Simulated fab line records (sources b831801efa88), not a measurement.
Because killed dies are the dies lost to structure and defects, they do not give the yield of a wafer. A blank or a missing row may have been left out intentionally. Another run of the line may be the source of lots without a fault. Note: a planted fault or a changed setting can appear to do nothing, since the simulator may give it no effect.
fab line records	flow sky130
[record] lots = 24	wafers = 72	lastDay = 50
route steps=708 shown POLY_CUT@319 SD_P@327 RES_XHIGH@360 LI_CONTACT@363 METAL1@435 VIA2@508
lots with no fault: from the same line, run without faults
startH: start of the lot's first displayed wafer, in hours after the record's first day	waitH: time in hours since the lot's previous step	" as in the row above	L1.1+2: one row covering several wafers at once	- no value present, or no start provided	* or withheld: withheld	< > ~ a bound
route shown NAME@n: a module of which the file shows steps, and the number in the route of the first	usual: the fault-free wafers' mean and standard deviation	same: alike in all rows	chamber/n: place in a boat	sites: each site's reading	_std_site: their standard deviation	_edge_site: inner sites' mean taken away from outer sites' mean	radiusMm: how far each site lies from the wafer's centre	mask NAME#n: copy n	behind: the tool/chamber that last shaped the wafer	hold: reason for holding the lot/hours on hold/outcome of the hold	device: the transistor (n, p or np) that didn't switch	end of line: the same wafers' tests at the end of the route	for a step that has no rows: nothing shown but its recipe	killed: dies lost to structure and defects at the first sort, not the wafer's yield	map: a wafer's dies, x killed, . not, _ none there
set.NAME: the setting as run; set.NAME@STEP: as run at that earlier step	model.NAME: the simulator's own value behind a step, which no gauge read
the route's steps for a sample of lots (tables are steps, rows are wafers)
services: a tool's chamber out of use, with start hour (startH, from the record's first day; less than 0 if before it), hours out, and reason
[[steps]]
[step SKY_POLY_CUT_STRIP_12]
[recipe] chemistry = O2/N2	powerW = 1400	pressureMtorr = 1500	platenTempC = withheld	o2FlowSccm = 3000	n2FlowSccm = 300	overashFraction = 0.5
[usual] drypumpMotorCurrentA = 6.0/0.51	oesProductAu = 0.453/0.004	stripTimeToEndpointS = 5.359/0.022
lot.wafer	tool	chamber	startH	waitH	drypumpMotorCurrentA	oesProductAu	rfHoursCounterH	stripTimeToEndpointS
L074.2	plasmaAsher-02	1	561.91	0.0	5.5	0.451	12	5.357
L074.3	"	1	"	"	5.5	0.454	-	5.392
L074.4	"	0	"	"	6.8	0.451	-	5.354
L075.1	plasmaAsher-04	1	573.70	0.0	5.8	0.446	74	5.338
L075.4	"	1	"	"	5.8	0.450	-	5.322
L075.5	"	1	"	"	5.8	0.455	-	5.359
L076.2	plasmaAsher-02	0	576.91	0.0	6.8	0.460	14	5.393
L076.3	"	0	"	"	6.8	0.451	-	5.371
L076.6	"	0	"	"	6.8	0.456	-	5.380
L077.1	plasmaAsher-02	1	590.41	0.0	5.5	0.452	15	5.318
L077.4	"	0	"	"	6.8	0.454	-	5.304
L077.5	"	1	"	"	5.5	0.447	-	5.307
L078.1	plasmaAsher-03	0	591.75	0.0	5.7	0.460	86	5.345
L078.4	"	1	"	"	5.5	0.449	-	5.372
L078.6	"	1	"	"	5.5	0.450	-	5.366
L079.2	plasmaAsher-02	0	600.16	0.0	6.8	0.447	16	5.406
L079.4	"	0	"	"	6.8	0.453	-	5.352
L079.6	"	1	"	"	5.5	0.446	-	5.376
L080.3	plasmaAsher-04	1	609.79	0.1	5.8	0.452	-	5.361
L080.5	"	0	"	"	6.6	0.448	-	5.342
L080.6	"	1	"	"	5.8	0.443	-	5.318
L081.1	plasmaAsher-04	1	615.85	0.0	5.8	0.454	78	5.358
L081.3	"	0	"	"	6.6	0.454	-	5.345
L081.5	"	1	"	"	5.8	0.452	-	5.346
L082.1	plasmaAsher-03	0	622.30	0.0	5.8	0.455	89	5.354
L082.3	"	1	"	"	5.6	0.454	-	5.357
L082.6	"	0	"	"	5.8	0.453	-	5.350
L083.1	plasmaAsher-03	1	634.40	0.0	5.5	0.450	90	5.398
L083.2	"	0	"	"	5.8	0.458	90	5.373
L083.6	"	0	"	"	5.8	0.452	-	5.361
L084.1	plasmaAsher-03	1	645.62	0.0	5.6	0.454	91	5.362
L084.3	"	1	"	"	5.6	0.451	-	5.363
L084.6	"	1	"	"	5.5	0.447	-	5.395
L085.1	plasmaAsher-02	0	650.21	0.0	6.8	0.450	21	5.350
L085.4	"	0	"	"	6.7	0.451	-	5.350
L085.6	"	1	"	"	5.5	0.454	-	5.350
L086.1	plasmaAsher-04	0	665.77	0.0	6.5	0.456	83	5.364
L086.3	"	1	"	"	5.8	0.456	-	5.364
L086.6	"	1	"	"	5.8	0.455	-	5.340
L087.1	plasmaAsher-02	0	674.50	0.0	6.7	0.454	24	5.381
L087.2	"	1	"	"	5.5	0.450	24	5.356
L087.5	"	1	"	"	5.5	0.446	-	5.351
L088.2	plasmaAsher-02	0	677.36	0.0	6.8	0.453	24	5.384
L088.5	"	0	"	"	6.8	0.447	-	5.377
L088.6	"	1	"	"	5.5	0.454	-	5.369
L091.1	plasmaAsher-03	0	693.97	0.0	5.8	0.451	96	5.362
L091.2	"	1	"	"	5.6	0.455	96	5.372
L091.5	"	0	"	"	5.8	0.453	-	5.381
L090.1	plasmaAsher-04	1	694.92	0.0	5.8	0.447	86	5.384
L090.2	"	0	"	"	6.5	0.456	86	5.366
L090.5	"	0	"	"	6.5	0.452	-	5.348
L089.2	plasmaAsher-03	1	695.11	0.0	5.5	0.448	96	5.338
L089.4	"	1	"	"	5.5	0.452	-	5.331
L089.6	"	0	"	"	5.8	0.450	-	5.370
L092.1	plasmaAsher-02	0	724.96	0.0	6.8	0.449	29	5.307
L092.3	"	0	"	"	6.8	0.455	-	5.312
L092.6	"	1	"	"	5.5	0.462	-	5.330
L093.1	plasmaAsher-04	0	726.25	0.0	6.6	0.460	90	5.378
L093.3	"	0	"	"	6.6	0.450	-	5.411
L093.4	"	1	"	"	5.8	0.453	-	5.345
L094.3	plasmaAsher-02	1	727.23	0.1	5.6	0.455	-	5.367
L094.4	"	0	"	"	6.8	0.449	-	5.349
L094.6	"	0	"	"	6.8	0.458	-	5.376
L095.4	plasmaAsher-03	1	728.79	0.1	5.6	0.463	-	5.350
L095.5	"	1	"	"	5.6	0.448	-	5.364
L095.6	"	0	"	"	5.8	0.449	-	5.354
L096.1	plasmaAsher-02	1	731.71	0.0	5.5	0.453	29	5.388
L096.2	"	0	"	"	6.8	0.453	29	5.353
L096.3	"	0	"	"	6.8	0.456	-	5.396
L097.3	plasmaAsher-04	0	737.95	0.1	6.5	0.449	-	5.360
L097.5	"	0	"	"	6.5	0.453	-	5.381
L097.6	"	1	"	"	5.8	0.448	-	5.386
[step SKY_SD_P_CD_MEAS_07]
[recipe] targetCdNm = 380
[usual] cdNm = 379.9/2.7
lot.wafer	tool	chamber	startH	waitH	cdNm
L074.2	cdSem-01	-	592.43	0.1	387.7
L074.3	"	-	"	"	384.4
L074.4	"	-	"	"	385.7
L075.1	cdSem-02	-	603.63	0.1	380.6
L075.4	"	-	"	"	380.1
L075.5	"	-	"	"	380.6
L076.2	cdSem-02	-	606.78	0.1	377.5
L076.3	"	-	"	"	376.4
L076.6	"	-	"	"	379.4
L077.1	cdSem-01	-	618.61	0.1	375.7
L077.4	"	-	"	"	375.1
L077.5	"	-	"	"	376.2
L078.1	cdSem-01	-	619.98	0.1	380.3
L078.4	"	-	"	"	382.1
L078.6	"	-	"	"	381.9
L079.2	cdSem-01	-	628.10	0.1	380.3
L079.4	"	-	"	"	382.4
L079.6	"	-	"	"	381.2
L080.3	cdSem-02	-	636.77	0.1	378.9
L080.5	"	-	"	"	379.8
L080.6	"	-	"	"	377.4
L081.1	cdSem-02	-	643.43	0.1	382.6
L081.3	"	-	"	"	379.1
L081.5	"	-	"	"	379.7
L082.1	cdSem-01	-	648.53	0.1	381.9
L082.3	"	-	"	"	381.7
L082.6	"	-	"	"	383.4
L083.1	cdSem-02	-	662.18	0.1	380.3
L083.2	"	-	"	"	378.1
L083.6	"	-	"	"	379.6
L084.1	cdSem-02	-	673.11	0.1	380.1
L084.3	"	-	"	"	381.6
L084.6	"	-	"	"	383.1
L085.1	cdSem-01	-	677.88	0.1	378.1
L085.4	"	-	"	"	377.2
L085.6	"	-	"	"	378.3
L086.1	cdSem-02	-	694.03	0.1	380.6
L086.3	"	-	"	"	382.6
L086.6	"	-	"	"	381.1
L087.1	cdSem-02	-	700.83	0.1	376.6
L087.2	"	-	"	"	379.5
L087.5	"	-	"	"	379.7
L088.2	cdSem-01	-	705.05	0.1	376.7
L088.5	"	-	"	"	378.3
L088.6	"	-	"	"	373.7
L091.1	cdSem-02	-	721.63	0.1	379.9
L091.2	"	-	"	"	379.2
L091.5	"	-	"	"	381.8
L090.1	cdSem-01	-	722.53	0.1	378.7
L090.2	"	-	"	"	383.2
L090.5	"	-	"	"	381.0
L089.2	cdSem-01	-	723.33	0.1	376.3
L089.4	"	-	"	"	375.9
L089.6	"	-	"	"	377.0
L092.1	cdSem-02	-	753.18	0.1	382.3
L092.3	"	-	"	"	382.4
L092.6	"	-	"	"	382.7
L093.1	cdSem-01	-	753.83	0.1	383.3
L093.3	"	-	"	"	381.4
L093.4	"	-	"	"	383.5
L094.3	cdSem-02	-	754.77	0.1	377.8
L094.4	"	-	"	"	380.8
L094.6	"	-	"	"	377.4
L095.4	cdSem-02	-	755.97	0.1	379.1
L095.5	"	-	"	"	377.9
L095.6	"	-	"	"	378.3
L096.1	cdSem-02	-	758.26	0.1	382.5
L096.2	"	-	"	"	379.7
L096.3	"	-	"	"	380.4
L097.3	cdSem-01	-	765.45	0.1	378.4
L097.5	"	-	"	"	381.8
L097.6	"	-	"	"	381.0
[step SKY_SD_N_RS_MEAS_18]
[recipe] thkMeasGauge = four-point-probe
[usual] RES_XHIGH_RS = 330.1/1
lot.wafer	tool	chamber	startH	waitH	RES_XHIGH_RS[ohm/sq]
L074.2	filmMetro-01	-	649.22	0.1	329.2
L074.3	"	-	"	"	329.0
L074.4	"	-	"	"	328.2
L075.1	filmMetro-01	-	659.55	0.1	329.8
L075.4	"	-	"	"	329.0
L075.5	"	-	"	"	329.2
L076.2	filmMetro-03	-	663.57	0.1	329.6
L076.3	"	-	"	"	329.3
L076.6	"	-	"	"	329.4
L077.1	filmMetro-02	-	674.46	0.1	328.8
L077.4	"	-	"	"	328.1
L077.5	"	-	"	"	329.0
L078.1	filmMetro-01	-	676.21	0.1	330.7
L078.4	"	-	"	"	331.0
L078.6	"	-	"	"	331.1
L079.2	filmMetro-02	-	685.18	0.1	329.8
L079.4	"	-	"	"	329.7
L079.6	"	-	"	"	328.5
L080.3	filmMetro-01	-	693.89	0.1	331.6
L080.5	"	-	"	"	330.3
L080.6	"	-	"	"	330.0
L081.1	filmMetro-01	-	700.16	0.1	329.9
L081.3	"	-	"	"	329.1
L081.5	"	-	"	"	329.9
L082.1	filmMetro-03	-	705.01	0.1	330.5
L082.3	"	-	"	"	330.3
L082.6	"	-	"	"	330.4
L083.1	filmMetro-03	-	718.35	0.1	329.4
L083.2	"	-	"	"	330.1
L083.6	"	-	"	"	327.8
L084.1	filmMetro-02	-	728.65	0.1	329.1
L084.3	"	-	"	"	329.7
L084.6	"	-	"	"	330.4
L085.1	filmMetro-03	-	734.65	0.1	330.3
L085.4	"	-	"	"	329.3
L085.6	"	-	"	"	329.2
L086.1	filmMetro-03	-	749.40	0.1	330.0
L086.3	"	-	"	"	329.6
L086.6	"	-	"	"	330.4
L087.1	filmMetro-01	-	757.36	0.1	330.2
L087.2	"	-	"	"	332.4
L087.5	"	-	"	"	331.1
L088.2	filmMetro-03	-	761.43	0.1	330.4
L088.5	"	-	"	"	331.4
L088.6	"	-	"	"	331.1
L091.1	filmMetro-02	-	776.56	0.1	330.6
L091.2	"	-	"	"	328.9
L091.5	"	-	"	"	329.1
L090.1	filmMetro-01	-	777.71	0.1	329.0
L090.2	"	-	"	"	329.5
L090.5	"	-	"	"	329.9
L089.2	filmMetro-03	-	778.78	0.1	330.8
L089.4	"	-	"	"	331.8
L089.6	"	-	"	"	331.9
L092.1	filmMetro-03	-	808.01	0.1	329.3
L092.3	"	-	"	"	330.6
L092.6	"	-	"	"	331.3
L093.1	filmMetro-01	-	808.61	0.1	330.4
L093.3	"	-	"	"	331.7
L093.4	"	-	"	"	331.2
L094.3	filmMetro-02	-	808.76	0.1	331.5
L094.4	"	-	"	"	330.7
L094.6	"	-	"	"	329.6
L095.4	filmMetro-02	-	809.81	0.1	330.4
L095.5	"	-	"	"	330.6
L095.6	"	-	"	"	329.4
L096.1	filmMetro-01	-	810.66	0.1	332.4
L096.2	"	-	"	"	330.2
L096.3	"	-	"	"	331.3
L097.3	filmMetro-03	-	819.35	0.1	330.4
L097.5	"	-	"	"	330.8
L097.6	"	-	"	"	331.7
[step SKY_LI_CONTACT_THK_MEAS_01]
[recipe] reads = PSG_of_LI_CONTACT_HDPCVD_00
[usual] LI_CONTACT_HDPCVD_THK = 930/9.4
lot.wafer	tool	chamber	startH	waitH	LI_CONTACT_HDPCVD_THK[nm]
L074.2	filmMetro-01	-	649.45	0.1	931
L074.3	"	-	"	"	935
L074.4	"	-	"	"	929
L075.1	filmMetro-01	-	659.79	0.1	929
L075.4	"	-	"	"	942
L075.5	"	-	"	"	930
L076.2	filmMetro-01	-	663.92	0.1	935
L076.3	"	-	"	"	948
L076.6	"	-	"	"	935
L077.1	filmMetro-02	-	674.89	0.1	947
L077.4	"	-	"	"	945
L077.5	"	-	"	"	947
L078.1	filmMetro-03	-	676.45	0.1	918
L078.4	"	-	"	"	919
L078.6	"	-	"	"	935
L079.2	filmMetro-01	-	685.41	0.1	931
L079.4	"	-	"	"	936
L079.6	"	-	"	"	921
L080.3	filmMetro-02	-	694.11	0.1	936
L080.5	"	-	"	"	929
L080.6	"	-	"	"	928
L081.1	filmMetro-03	-	700.40	0.1	922
L081.3	"	-	"	"	930
L081.5	"	-	"	"	921
L082.1	filmMetro-02	-	705.30	0.1	942
L082.3	"	-	"	"	939
L082.6	"	-	"	"	926
L083.1	filmMetro-01	-	718.59	0.1	928
L083.2	"	-	"	"	927
L083.6	"	-	"	"	927
L084.1	filmMetro-01	-	728.89	0.1	918
L084.3	"	-	"	"	919
L084.6	"	-	"	"	920
L085.1	filmMetro-02	-	734.94	0.1	916
L085.4	"	-	"	"	920
L085.6	"	-	"	"	938
L086.1	filmMetro-03	-	749.64	0.1	932
L086.3	"	-	"	"	918
L086.6	"	-	"	"	932
L087.1	filmMetro-03	-	757.60	0.1	922
L087.2	"	-	"	"	930
L087.5	"	-	"	"	926
L088.2	filmMetro-01	-	761.66	0.1	903
L088.5	"	-	"	"	929
L088.6	"	-	"	"	922
L091.1	filmMetro-01	-	776.80	0.1	929
L091.2	"	-	"	"	927
L091.5	"	-	"	"	919
L090.1	filmMetro-02	-	777.95	0.1	935
L090.2	"	-	"	"	921
L090.5	"	-	"	"	931
L089.2	filmMetro-02	-	779.01	0.1	921
L089.4	"	-	"	"	929
L089.6	"	-	"	"	921
L092.1	filmMetro-02	-	808.25	0.1	933
L092.3	"	-	"	"	927
L092.6	"	-	"	"	924
L093.1	filmMetro-01	-	808.85	0.1	935
L093.3	"	-	"	"	931
L093.4	"	-	"	"	929
L094.3	filmMetro-02	-	808.98	0.1	934
L094.4	"	-	"	"	931
L094.6	"	-	"	"	940
L095.4	filmMetro-01	-	810.02	0.0	942
L095.5	"	-	"	"	942
L095.6	"	-	"	"	931
L096.1	filmMetro-01	-	810.91	0.1	919
L096.2	"	-	"	"	933
L096.3	"	-	"	"	910
L097.3	filmMetro-02	-	819.57	0.1	945
L097.5	"	-	"	"	933
L097.6	"	-	"	"	945
[step SKY_METAL1_SPUTTER_01]
[recipe] material = TiN	targetThkNm = 20	powerW = 6500	timeS = 16.7	chamberPressurePa = 0.4
[usual] chamberPressurePa = 0.4000/0.00074	throttleValvePct = 30.1/1.2
lot.wafer	tool	chamber	startH	waitH	chamberPressurePa	throttleValvePct
L074.2	pvdSputter-01	-	738.18	0.0	0.3984	31.4
L074.3	"	-	"	"	0.4001	28.2
L074.4	"	-	"	"	0.3996	30.6
L075.1	pvdSputter-02	-	747.42	0.0	0.3990	28.3
L075.4	"	-	"	"	0.3996	30.8
L075.5	"	-	"	"	0.4005	29.4
L076.2	pvdSputter-01	-	752.33	0.0	0.4004	31.4
L076.3	"	-	"	"	0.4000	29.7
L076.6	"	-	"	"	0.3999	30.3
L077.1	pvdSputter-01	-	762.33	0.0	0.4011	28.1
L077.4	"	-	"	"	0.4000	30.5
L077.5	"	-	"	"	0.4011	28.2
L078.1	pvdSputter-03	-	763.76	0.0	0.3997	30.9
L078.4	"	-	"	"	0.4003	30.0
L078.6	"	-	"	"	0.3996	30.8
L079.2	pvdSputter-02	-	770.91	0.0	0.3988	30.8
L079.4	"	-	"	"	0.4004	28.7
L079.6	"	-	"	"	0.3996	30.7
L080.3	pvdSputter-02	-	779.80	0.0	0.3997	30.5
L080.5	"	-	"	"	0.4010	28.5
L080.6	"	-	"	"	0.3995	31.0
L081.1	pvdSputter-02	-	786.75	0.0	0.3995	28.5
L081.3	"	-	"	"	0.4000	30.7
L081.5	"	-	"	"	0.3990	30.9
L082.1	pvdSputter-01	-	792.81	0.0	0.3996	27.8
L082.3	"	-	"	"	0.3988	30.3
L082.6	"	-	"	"	0.3995	31.5
L083.1	pvdSputter-02	-	803.02	0.0	0.3999	30.3
L083.2	"	-	"	"	0.3984	29.1
L083.6	"	-	"	"	0.3993	31.1
L084.1	pvdSputter-02	-	812.28	0.0	0.3997	29.3
L084.3	"	-	"	"	0.3999	28.6
L084.6	"	-	"	"	0.4008	28.7
L085.1	pvdSputter-02	-	819.72	0.0	0.4009	30.9
L085.4	"	-	"	"	0.4005	30.9
L085.6	"	-	"	"	0.4004	29.1
L086.1	pvdSputter-03	-	833.37	0.0	0.3999	29.9
L086.3	"	-	"	"	0.4002	32.9
L086.6	"	-	"	"	0.4005	30.6
L087.1	pvdSputter-01	-	839.53	0.0	0.3994	27.8
L087.2	"	-	"	"	0.4000	30.5
L087.5	"	-	"	"	0.3990	27.9
L088.2	pvdSputter-02	-	844.43	0.0	0.3999	28.8
L088.5	"	-	"	"	0.3995	30.8
L088.6	"	-	"	"	0.3994	29.3
L091.1	pvdSputter-03	-	861.52	0.0	0.3999	30.4
L091.2	"	-	"	"	0.3995	29.8
L091.5	"	-	"	"	0.4002	32.6
L090.1	pvdSputter-02	-	862.81	0.0	0.3999	30.6
L090.2	"	-	"	"	0.3995	28.7
L090.5	"	-	"	"	0.3996	28.5
L089.2	pvdSputter-01	-	864.12	0.0	0.4008	29.8
L089.4	"	-	"	"	0.4010	30.6
L089.6	"	-	"	"	0.4009	30.4
L092.1	pvdSputter-02	-	892.89	0.0	0.3993	29.3
L092.3	"	-	"	"	0.4013	30.7
L092.6	"	-	"	"	0.3998	28.3
L093.1	pvdSputter-03	-	893.35	0.0	0.4000	32.4
L093.3	"	-	"	"	0.4012	30.6
L093.4	"	-	"	"	0.3993	29.9
L094.3	pvdSputter-02	-	894.31	0.0	0.4004	28.7
L094.4	"	-	"	"	0.3999	30.7
L094.6	"	-	"	"	0.4012	30.6
L095.4	pvdSputter-02	-	895.11	0.0	0.4005	29.2
L095.5	"	-	"	"	0.4010	28.7
L095.6	"	-	"	"	0.3988	29.3
L096.1	pvdSputter-03	-	895.46	0.0	0.4006	29.8
L096.2	"	-	"	"	0.4013	30.4
L096.3	"	-	"	"	0.4011	30.2
L097.3	pvdSputter-02	-	903.61	0.0	0.4002	30.9
L097.5	"	-	"	"	0.4013	29.3
L097.6	"	-	"	"	0.4002	28.5
[step SKY_VIA2_THK_MEAS_01]
[recipe] reads = SiO2_of_VIA2_HDPCVD_00
[usual] VIA2_HDPCVD_THK = 1127/16
lot.wafer	tool	chamber	startH	waitH	VIA2_HDPCVD_THK[nm]
L074.2	filmMetro-01	-	822.80	0.1	1110
L074.3	"	-	"	"	1097
L074.4	"	-	"	"	1115
L075.1	filmMetro-04	-	832.57	0.1	1111
L075.4	"	-	"	"	1130
L075.5	"	-	"	"	1131
L076.2	filmMetro-02	-	837.13	0.1	1127
L076.3	"	-	"	"	1143
L076.6	"	-	"	"	1146
L077.1	filmMetro-02	-	845.78	0.1	1136
L077.4	"	-	"	"	1148
L077.5	"	-	"	"	1146
L078.1	filmMetro-01	-	846.59	0.1	1139
L078.4	"	-	"	"	1128
L078.6	"	-	"	"	1141
L079.2	filmMetro-02	-	854.51	0.1	1125
L079.4	"	-	"	"	1126
L079.6	"	-	"	"	1125
L080.3	filmMetro-01	-	864.40	0.1	1128
L080.5	"	-	"	"	1118
L080.6	"	-	"	"	1089
L081.1	filmMetro-01	-	869.27	0.1	1143
L081.3	"	-	"	"	1138
L081.5	"	-	"	"	1128
L082.1	filmMetro-04	-	876.64	0.1	1144
L082.3	"	-	"	"	1161
L082.6	"	-	"	"	1153
L083.1	filmMetro-04	-	886.65	0.1	1134
L083.2	"	-	"	"	1120
L083.6	"	-	"	"	1131
L084.1	filmMetro-04	-	895.88	0.1	1121
L084.3	"	-	"	"	1119
L084.6	"	-	"	"	1106
L085.1	filmMetro-04	-	903.33	0.1	1118
L085.4	"	-	"	"	1099
L085.6	"	-	"	"	1126
L086.1	filmMetro-01	-	915.57	0.1	1142
L086.3	"	-	"	"	1146
L086.6	"	-	"	"	1137
L087.1	filmMetro-04	-	922.70	0.1	1125
L087.2	"	-	"	"	1114
L087.5	"	-	"	"	1116
L088.2	filmMetro-02	-	926.19	0.1	1130
L088.5	"	-	"	"	1125
L088.6	"	-	"	"	1113
L091.1	filmMetro-01	-	943.77	0.1	1129
L091.2	"	-	"	"	1137
L091.5	"	-	"	"	1128
L090.1	filmMetro-04	-	944.05	0.1	1100
L090.2	"	-	"	"	1120
L090.5	"	-	"	"	1126
L089.2	filmMetro-01	-	945.78	0.1	1126
L089.4	"	-	"	"	1100
L089.6	"	-	"	"	1138
L092.1	filmMetro-01	-	970.79	0.1	1127
L092.3	"	-	"	"	1111
L092.6	"	-	"	"	1126
L093.1	filmMetro-02	-	973.37	0.1	1109
L093.3	"	-	"	"	1131
L093.4	"	-	"	"	1131
L094.3	filmMetro-01	-	974.03	0.1	1119
L094.4	"	-	"	"	1107
L094.6	"	-	"	"	1138
L095.4	filmMetro-04	-	974.13	0.0	1142
L095.5	"	-	"	"	1137
L095.6	"	-	"	"	1122
L096.1	filmMetro-02	-	976.06	0.1	1126
L096.2	"	-	"	"	1098
L096.3	"	-	"	"	1137
L097.3	filmMetro-02	-	981.00	0.1	1117
L097.5	"	-	"	"	1155
L097.6	"	-	"	"	1133
[[services]]
tool	chamber	startH	hours	kind
pvdSputter-01	2	581.52	-	consumableReplace:kit
pvdSputter-01	2	581.52	18.0	scheduledDown
pvdSputter-01	2	581.52	18.0	ventCycle
pvdSputter-03	-	595.05	1.8	repair
plasmaAsher-02	-	595.27	0.7	repair
plasmaAsher-04	-	600.10	1.6	repair
plasmaAsher-04	-	611.08	2.1	repair
pvdSputter-03	-	617.74	2.2	repair
pvdSputter-01	-	651.10	1.3	repair
pvdSputter-01	-	656.18	1.4	repair
pvdSputter-02	-	668.88	2.0	repair
plasmaAsher-02	-	717.01	0.7	repair
plasmaAsher-03	-	719.99	4.0	pm
plasmaAsher-03	-	733.80	9.0	pm
plasmaAsher-03	0	733.80	9.0	ventCycle
plasmaAsher-03	1	733.80	9.0	ventCycle
plasmaAsher-03	0	742.80	-	clean
plasmaAsher-03	1	742.80	-	clean
pvdSputter-02	0	756.09	-	consumableReplace:kit
pvdSputter-02	0	756.09	18.0	scheduledDown
pvdSputter-02	0	756.09	18.0	ventCycle
pvdSputter-03	-	756.54	4.5	repair
pvdSputter-01	-	795.88	20.8	repair
plasmaAsher-04	-	855.31	5.0	repair
[[key]]
fault none
